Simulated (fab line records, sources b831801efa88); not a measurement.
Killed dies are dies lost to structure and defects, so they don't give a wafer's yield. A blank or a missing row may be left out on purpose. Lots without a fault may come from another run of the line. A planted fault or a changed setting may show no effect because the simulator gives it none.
A struck lot beside a sound one | flow gf180mcu | 16 steps out of a route of 602
Sound: wafers L435.2, L435.4, L435.6. Struck: wafers L449.1, L449.3, L449.6. The cause comes at the end.
At each step with rows: each side's tool, then ch and its chambers, then its first start. Under that, the readings that differ: sound wafers | struck wafers | difference of the means | sigmas: that difference in standard deviations of wafers without a fault.
alike: readings whose means differ by less than 2 such deviations, and words and numbers that are the same on both sides. not compared: withheld readings, readings that some wafer has no value for, bounds like >300 that may hide the same value, and numbers for which the record gives no deviation and whose values overlap.
The two part at a step that has a row with sigmas, a row that says differs or no value, or rows on one side only. Numbers that don't overlap but have no deviation are shown without sigmas and don't part them. A reading that every wafer of one side lacks parts them only if that side has two wafers or more.

GF_M2_SPUTTER_04: material TiN, target thk 50 nm, time 41.7 s.
  sound on pvd_sputter-01, day 19 16:40; struck on pvd_sputter-01, day 24 06:44
  alike: throttle_valve_pct
GF_M2_RS_MEAS_05: measures by four-point-probe.
  sound on film_metro-01, day 19 16:43; struck on film_metro-03, day 24 06:47
  reading             | sound                | struck               | difference | sigmas
  M2_ALCU_RS (ohm/sq) | 0.0711 0.0709 0.0711 | 0.0687 0.0690 0.0697 | -0.0019    | -2
GF_M2_THK_MEAS_06: measures by xrf.
  sound on film_metro-01, day 19 16:50; struck on film_metro-03, day 24 06:54
  reading          | sound       | struck      | difference | sigmas
  M2_ALCU_THK (nm) | 442 445 446 | 470 465 461 | +21        | +3
then, 7 steps without rows for these wafers: GF_M2_DEHYDRATE_07 (time 60 s); GF_M2_HMDS_08 (prime time 60 s); GF_M2_COAT_09 (resist thk 1000 nm); GF_M2_SOFTBAKE_10 (time 60 s); GF_M2_EXPOSE_11 (exposes mask Metal2, target cd 280 nm); GF_M2_PEB_12 (peb time 90 s); GF_M2_DEVELOP_13 (develop time 60 s).
GF_M2_CD_MEAS_14: target cd 280 nm.
  sound on cd_sem-02, day 20 16:48; struck on cd_sem-01, day 25 04:26
  alike: cd_nm
GF_M2_OVL_MEAS_15:
  sound on overlay-01, day 20 16:55; struck on overlay-01, day 25 04:33
  alike: M2_OVL
GF_M2_METAL_ETCH_16: etches the open film in Cl2/BCl3, stops on SiO2, target depth 750.8 nm, time 125.1 s.
  sound on rie_metal-01 ch 0,1, day 20 16:56; struck on rie_metal-01 ch 0,1, day 25 04:35
  no value came back on the struck wafers for any of 5 readings (bcl3_flow_sccm (sccm), bias_w (W) and others); on the sound wafers bcl3_flow_sccm (sccm) reads 39.82 39.96 40.02
  reading                             | sound             | struck            | difference | sigmas
  model.KrF_of_M2_COAT_09.thk_nm (nm) | 686.1 686.2 689.6 | 989.2 987.4 985.9 | +300.2     |
  not compared: rf_hours_counter_h
GF_M2_STRIP_17: strips in O2/N2.
  sound on plasma_asher-04 ch 0,1, day 20 17:04; struck on plasma_asher-04 ch 1, day 25 04:43
  reading                      | sound             | struck            | difference | sigmas
  oes_product_au (a.u.)        | 0.537 0.539 0.540 | 0.657 0.660 0.664 | +0.122     | +25
  strip_time_to_endpoint_s (s) | 7.40 7.38 7.43    | 10.25 10.22 10.22 | +2.83      | +72
  alike: drypump_motor_current_A, heater_power_w
  not compared: rf_hours_counter_h
then, 1 step without rows for these wafers: GF_M2_STRIP_18 (strips in post etch residue remover, time 1200 s).
-- the record jumps here: 8 days lie between the struck wafers' starts before and after (it left off in module M2 and takes up again in module PASSIVATION, whose first step shown is number 602 of the route) --
GF_PASSIVATION_PROBE_99:
  the record has rows for the struck wafers here (prober-02, day 33 14:34) and none for the sound ones

WHERE THEY PART
First at GF_M2_RS_MEAS_05; last, within this record, at GF_PASSIVATION_PROBE_99.

WHY: what the simulator had put in
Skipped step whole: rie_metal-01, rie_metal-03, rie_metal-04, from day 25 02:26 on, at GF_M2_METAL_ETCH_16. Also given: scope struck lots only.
